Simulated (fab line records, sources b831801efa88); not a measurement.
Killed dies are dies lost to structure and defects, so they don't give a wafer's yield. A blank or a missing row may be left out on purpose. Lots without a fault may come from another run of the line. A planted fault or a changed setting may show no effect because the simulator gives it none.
Which tool did it? | flow sky130 | 12 lots, 36 wafers sampled, at 1 step of a route of 708

WHAT THE GAUGES READ, wafer by wafer
SKY_POLY_GATE_CD_MEAS_22.
lot  | measured     | on        | cd_nm (nm)
L074 | day 17 21:19 | cd_sem-02 | 149.7 149.2 147.7
L077 | day 18 00:07 | cd_sem-02 | 148.9 149.8 146.1
L079 | day 19 02:52 | cd_sem-01 | 147.2 149.1 149.5
L082 | day 19 12:08 | cd_sem-01 | 143.8 145.1 146.6
L083 | day 20 04:16 | cd_sem-02 | 150.5 146.9 151.3
L085 | day 20 19:27 | cd_sem-02 | 149.0 148.2 149.7
L087 | day 21 10:57 | cd_sem-01 | 148.7 150.9 146.9
L089 | day 21 23:33 | cd_sem-01 | 147.1 148.0 146.8
L091 | day 22 15:56 | cd_sem-02 | 154.8 146.0 147.1
L093 | day 23 11:00 | cd_sem-02 | 148.4 150.1 147.5
L095 | day 24 12:20 | cd_sem-01 | 148.1 148.6 146.8
L096 | day 24 17:25 | cd_sem-02 | 148.3 152.2 151.5

WHICH TOOL RAN EACH LOT (tool, then ch and the chambers of the sampled wafers, then the start)
The record holds no process step before these readings.

THE ANSWER, worked out from the rows above alone
Rule: what is usual is taken from the lots themselves. Put in order of their means at a reading, lots are off if they are a third of the lots or fewer, leave a main group of 4 or more, and stand apart from it by a gap of 3 or more times the standard deviation of the main group's means; of several such gaps the widest counts. A main group whose means are all the same, to the digits that the tables above print for the reading, isn't used. A lot without any number at a reading at which 4 lots or more have one is off too. The other lots that the step has rows for count as sound.
No lot is off at any reading shown: from this, nothing can be told.

WHAT THE SIMULATOR HAD PUT IN
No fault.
